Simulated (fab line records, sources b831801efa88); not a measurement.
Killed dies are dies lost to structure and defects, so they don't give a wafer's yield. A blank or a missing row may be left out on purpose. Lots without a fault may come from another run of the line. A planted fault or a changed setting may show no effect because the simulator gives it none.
fab line records | flow sky130
record lots=12 wafers=36 last_day=50
route steps=708 shown RES_PROTECT@215 POLY_GATE@227 LDD_N@246 LDD_HVN@277
lots that met no fault: from a run of the same line without faults
start_h: hours from the record's first day to the start of the lot's first wafer shown | wait_h: hours since the lot's step before | " the same as in the row above | L1.1+2: a row that stands for several wafers | - no value, or no start given | * or withheld: withheld | < > ~ a bound
route shown NAME@n: a module of which the file shows steps, and the number in the route of the first | usual: mean/standard deviation of fault-free wafers | same: alike in all rows | chamber/n: place in a boat | sites: the reading at each site | _std_site: their standard deviation | _edge_site: outer sites' mean less inner sites' | radius_mm: how far each site lies from the wafer's centre | mask NAME#n: copy n | behind: the tool/chamber that last shaped the wafer | hold: why the lot was held/for how many hours/how that ended | device: the transistor (n, p or np) that didn't switch | end of line: the same wafers' tests at the end of the route | a step without rows: its recipe alone | killed: dies lost to structure and defects at the first sort, not the wafer's yield | map: a wafer's dies, x killed, . not, _ none there
set.NAME: the setting as run; set.NAME@STEP: as run at that earlier step | model.NAME: the simulator's own value behind a step, which no gauge read
steps of the route over a sample of lots; a table a step, a row a wafer
services: from which hour (start_h, from the record's first day; less than 0 if before it) a tool's chamber was out of use, for how many hours, and why
## steps
# step SKY_RES_PROTECT_TW_MEAS_08
# usual POLY_GATE_TW=4064/25
# columns lot.wafer tool chamber start_h wait_h POLY_GATE_TW
L597.2 film_metro-04 - 356.04 0.1 4062
L597.3 " - " " 4057
L597.4 " - " " 4049
L599.1 film_metro-01 - 369.77 0.1 4094
L599.3 " - " " 4101
L599.5 " - " " 4098
L600.1 film_metro-04 - 387.82 0.1 4083
L600.4 " - " " 4053
L600.6 " - " " 4061
L601.1 film_metro-04 - 394.56 0.1 4063
L601.3 " - " " 4059
L601.6 " - " " 4073
L602.1 film_metro-02 - 402.51 0.1 4013
L602.3 " - " " 4020
L602.4 " - " " 4034
L603.2 film_metro-02 - 417.14 0.1 4050
L603.4 " - " " 4060
L603.5 " - " " 4043
L605.1 film_metro-02 - 427.12 0.1 4034
L605.4 " - " " 4031
L605.5 " - " " 4041
L607.1 film_metro-01 - 448.02 0.1 4061
L607.3 " - " " 4070
L607.6 " - " " 4083
L606.1 film_metro-02 - 448.32 0.1 4015
L606.4 " - " " 4035
L606.5 " - " " 4059
L614.1 film_metro-01 - 511.33 0.1 4070
L614.2 " - " " 4084
L614.3 " - " " 4087
L616.1 film_metro-04 - 530.98 0.1 4034
L616.2 " - " " 4078
L616.6 " - " " 4052
L618.3 film_metro-01 - 548.40 0.1 4081
L618.4 " - " " 4063
L618.5 " - " " 4086
# step SKY_POLY_GATE_CD_MEAS_13
# recipe target_cd_nm=150
# usual cd_nm=149.7/1.3
# columns lot.wafer tool chamber start_h wait_h cd_nm
L597.2 cd_sem-01 - 386.69 - 149.2
L597.3 " - " " 149.3
L597.4 " - " " 148.0
L599.1 cd_sem-01 - 400.21 - 148.7
L599.3 " - " " 150.3
L599.5 " - " " 149.7
L600.1 cd_sem-02 - 420.07 - 150.7
L600.4 " - " " 149.9
L600.6 " - " " 149.3
L601.1 cd_sem-01 - 430.02 - 151.2
L601.3 " - " " 149.8
L601.6 " - " " 151.2
L602.1 cd_sem-01 - 438.87 - 146.4
L602.3 " - " " 148.8
L602.4 " - " " 147.8
L603.2 cd_sem-02 - 455.14 - 151.6
L603.4 " - " " 149.7
L603.5 " - " " 150.9
L605.1 cd_sem-02 - 460.22 - 149.8
L605.4 " - " " 149.3
L605.5 " - " " 151.0
L607.1 cd_sem-01 - 479.37 - 148.6
L607.3 " - " " 150.3
L607.6 " - " " 150.9
L606.1 cd_sem-01 - 481.32 - 149.4
L606.4 " - " " 149.3
L606.5 " - " " 149.5
L614.1 cd_sem-01 - 542.42 - 151.6
L614.2 " - " " 151.4
L614.3 " - " " 152.1
L616.1 cd_sem-02 - 563.12 - 152.6
L616.2 " - " " 153.3
L616.6 " - " " 151.8
L618.3 cd_sem-01 - 580.90 - 149.2
L618.4 " - " " 149.8
L618.5 " - " " 150.1
# step SKY_LDD_N_IMPLANT_09
# recipe species=As energy_kev=20 dose_cm2=7.5e+13 tilt_deg=withheld rotation_deg=113
# usual dose_ions_cm2=7.499e+13/8e+10 faraday_current_uA=423/8.9
# columns lot.wafer tool chamber start_h wait_h dose_ions_cm2 faraday_current_uA
L597.2 implanter-04 0 419.07 0.1 7.507e+13 434
L597.3 " 0 " " 7.494e+13 415
L597.4 " 0 " " 7.496e+13 428
L599.1 implanter-01 0 433.06 0.1 7.496e+13 417
L599.3 " 0 " " 7.494e+13 443
L599.5 " 0 " " 7.499e+13 424
L600.1 implanter-01 0 453.60 0.1 7.501e+13 424
L600.4 " 0 " " 7.502e+13 411
L600.6 " 0 " " 7.508e+13 415
L601.1 implanter-04 0 464.67 0.1 7.495e+13 425
L601.3 " 0 " " 7.502e+13 429
L601.6 " 0 " " 7.483e+13 416
L602.1 implanter-04 0 472.31 0.1 7.511e+13 417
L602.3 " 0 " " 7.491e+13 424
L602.4 " 0 " " 7.497e+13 424
L603.2 implanter-03 0 488.49 0.1 7.514e+13 429
L603.4 " 0 " " 7.511e+13 422
L603.5 " 0 " " 7.495e+13 428
L605.1 implanter-04 0 492.90 0.1 6.399e+13 360
L605.4 " 0 " " 6.397e+13 360
L605.5 " 0 " " 6.399e+13 346
L607.1 implanter-04 0 511.87 0.1 6.399e+13 353
L607.3 " 0 " " 6.408e+13 351
L607.6 " 0 " " 6.395e+13 343
L606.1 implanter-03 0 513.76 0.1 7.491e+13 417
L606.4 " 0 " " 7.505e+13 412
L606.5 " 0 " " 7.502e+13 420
L614.1 implanter-03 0 574.36 0.1 7.497e+13 429
L614.2 " 0 " " 7.496e+13 440
L614.3 " 0 " " 7.505e+13 416
L616.1 implanter-04 0 593.91 0.1 7.516e+13 433
L616.2 " 0 " " 7.511e+13 425
L616.6 " 0 " " 7.494e+13 426
L618.3 implanter-04 0 612.10 0.1 7.504e+13 438
L618.4 " 0 " " 7.502e+13 435
L618.5 " 0 " " 7.499e+13 442
# step SKY_LDD_N_STRIP_16
# recipe chemistry=O2/N2 power_w=1400 pressure_mtorr=1500 platen_temp_c=withheld o2_flow_sccm=3000 n2_flow_sccm=300 overash_fraction=0.5
# usual drypump_motor_current_A=5.9/0.44 oes_product_au=0.406/0.0042 strip_time_to_endpoint_s=4.314/0.014
# columns lot.wafer tool chamber start_h wait_h drypump_motor_current_A oes_product_au rf_hours_counter_h strip_time_to_endpoint_s
L597.2 plasma_asher-03 1 420.10 0.1 6.5 0.408 29 4.310
L597.3 " 0 " " 5.8 0.409 - 4.317
L597.4 " 1 " " 6.5 0.410 - 4.328
L599.1 plasma_asher-04 0 434.11 0.1 6.1 0.413 72 4.334
L599.3 " 0 " " 6.1 0.406 - 4.319
L599.5 " 1 " " 6.1 0.404 - 4.335
L600.1 plasma_asher-04 0 454.65 0.1 6.1 0.408 73 4.330
L600.4 " 1 " " 6.1 0.405 - 4.335
L600.6 " 1 " " 6.1 0.404 - 4.328
L601.1 plasma_asher-03 1 465.72 0.1 6.5 0.399 34 4.325
L601.3 " 1 " " 6.5 0.411 - 4.337
L601.6 " 0 " " 5.9 0.401 - 4.313
L602.1 plasma_asher-04 1 473.36 0.1 6.0 0.406 75 4.300
L602.3 " 0 " " 6.0 0.401 - 4.321
L602.4 " 1 " " 6.1 0.411 - 4.328
L603.2 plasma_asher-01 1 489.52 0.1 5.1 0.405 6 4.328
L603.4 " 1 " " 5.2 0.416 - 4.323
L603.5 " 0 " " 5.3 0.406 - 4.325
L605.1 plasma_asher-03 1 493.95 0.1 6.5 0.402 38 4.279
L605.4 " 0 " " 5.9 0.406 - 4.286
L605.5 " 1 " " 6.5 0.396 - 4.281
L607.1 plasma_asher-03 1 512.92 0.1 6.6 0.412 40 4.261
L607.3 " 0 " " 5.9 0.408 - 4.255
L607.6 " 0 " " 5.8 0.393 - 4.274
L606.1 plasma_asher-03 1 514.81 0.1 6.5 0.411 40 4.307
L606.4 " 1 " " 6.6 0.409 - 4.324
L606.5 " 1 " " 6.5 0.416 - 4.321
L614.1 plasma_asher-04 0 575.41 0.1 6.0 0.406 82 4.318
L614.2 " 1 " " 6.0 0.402 82 4.302
L614.3 " 0 " " 6.0 0.409 - 4.326
L616.1 plasma_asher-01 1 594.96 0.1 5.2 0.402 18 4.342
L616.2 " 0 " " 5.2 0.407 18 4.324
L616.6 " 1 " " 5.2 0.406 - 4.343
L618.3 plasma_asher-01 0 613.13 0.1 5.2 0.408 - 4.324
L618.4 " 1 " " 5.2 0.406 - 4.286
L618.5 " 0 " " 5.2 0.407 - 4.313
# step SKY_LDD_HVN_TW_MEAS_10
# usual LDD_HVN_TW=1460/6.7
# columns lot.wafer tool chamber start_h wait_h LDD_HVN_TW
L597.2 film_metro-03 - 481.28 0.1 1458
L597.3 " - " " 1451
L597.4 " - " " 1457
L599.1 film_metro-01 - 495.70 0.1 1460
L599.3 " - " " 1462
L599.5 " - " " 1458
L600.1 film_metro-04 - 515.15 0.1 1449
L600.4 " - " " 1461
L600.6 " - " " 1454
L601.1 film_metro-01 - 526.45 0.1 1464
L601.3 " - " " 1463
L601.6 " - " " 1466
L602.1 film_metro-01 - 533.81 0.1 1472
L602.3 " - " " 1469
L602.4 " - " " 1464
L603.2 film_metro-04 - 550.51 0.1 1463
L603.4 " - " " 1452
L603.5 " - " " 1459
L605.1 film_metro-04 - 554.41 0.1 1447
L605.4 " - " " 1451
L605.5 " - " " 1456
L607.1 film_metro-03 - 572.45 0.1 1467
L607.3 " - " " 1465
L607.6 " - " " 1467
L606.1 film_metro-03 - 575.01 0.1 1451
L606.4 " - " " 1459
L606.5 " - " " 1457
L614.1 film_metro-03 - 633.77 0.1 1471
L614.2 " - " " 1474
L614.3 " - " " 1462
L616.1 film_metro-01 - 652.62 0.1 1457
L616.2 " - " " 1467
L616.6 " - " " 1466
L618.3 film_metro-04 - 670.58 0.1 1451
L618.4 " - " " 1454
L618.5 " - " " 1455
## services
# columns tool chamber start_h hours kind
plasma_asher-03 - 405.95 3.6 repair
implanter-01 - 411.15 2.0 repair
implanter-04 - 414.50 3.7 repair
plasma_asher-01 - 421.25 9.0 pm
plasma_asher-01 0 421.25 9.0 vent_cycle
plasma_asher-01 1 421.25 9.0 vent_cycle
plasma_asher-01 0 430.25 - clean
plasma_asher-01 1 430.25 - clean
plasma_asher-04 - 436.79 7.9 repair
implanter-03 - 451.68 3.0 repair
implanter-03 - 454.13 1.6 repair
plasma_asher-04 - 478.81 6.4 repair
plasma_asher-04 - 493.44 28.1 pm
implanter-01 - 506.08 17.3 repair
implanter-04 - 507.39 0.7 repair
implanter-04 - 525.73 10.4 repair
implanter-04 - 541.41 10.4 pm
plasma_asher-01 - 565.73 2.4 repair
implanter-04 - 572.89 1.0 repair
plasma_asher-03 - 584.37 3.5 repair
implanter-04 - 607.10 2.8 pm
## key
first_sign step=SKY_LDD_N_IMPLANT_09 reading=dose_ions_cm2 direction=down sigmas=99+ usual=* struck=*
effect step=SKY_LDD_N_IMPLANT_09 reading=faraday_current_uA direction=down sigmas=8 usual=423 struck=352
effect step=SKY_LDD_N_STRIP_16 reading=strip_time_to_endpoint_s direction=down sigmas=3 usual=* struck=*
met_at SKY_LDD_N_IMPLANT_09
struck_lots L605,L607
tester_left_out L605,L607
not_acting_at SKY_RES_PROTECT_TW_MEAS_08,SKY_POLY_GATE_CD_MEAS_13,SKY_LDD_HVN_TW_MEAS_10
onset_between 472.31 492.90
fault kind=process_parameter_drift tool=implanter-04 chamber=- onset_h=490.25 steps=SKY_LDD_N_IMPLANT_09 channel=dose_cm2 offset=* shape=step end_h=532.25 acts_in=* stated=*
# tester_left_out: of these lots the tester's yield and bins aren't shown, on N5 and GAA mostly nor the transistor test; their killed dies are dies lost to structure and defects alone, not to doping, threshold or leakage, so they don't give the yield
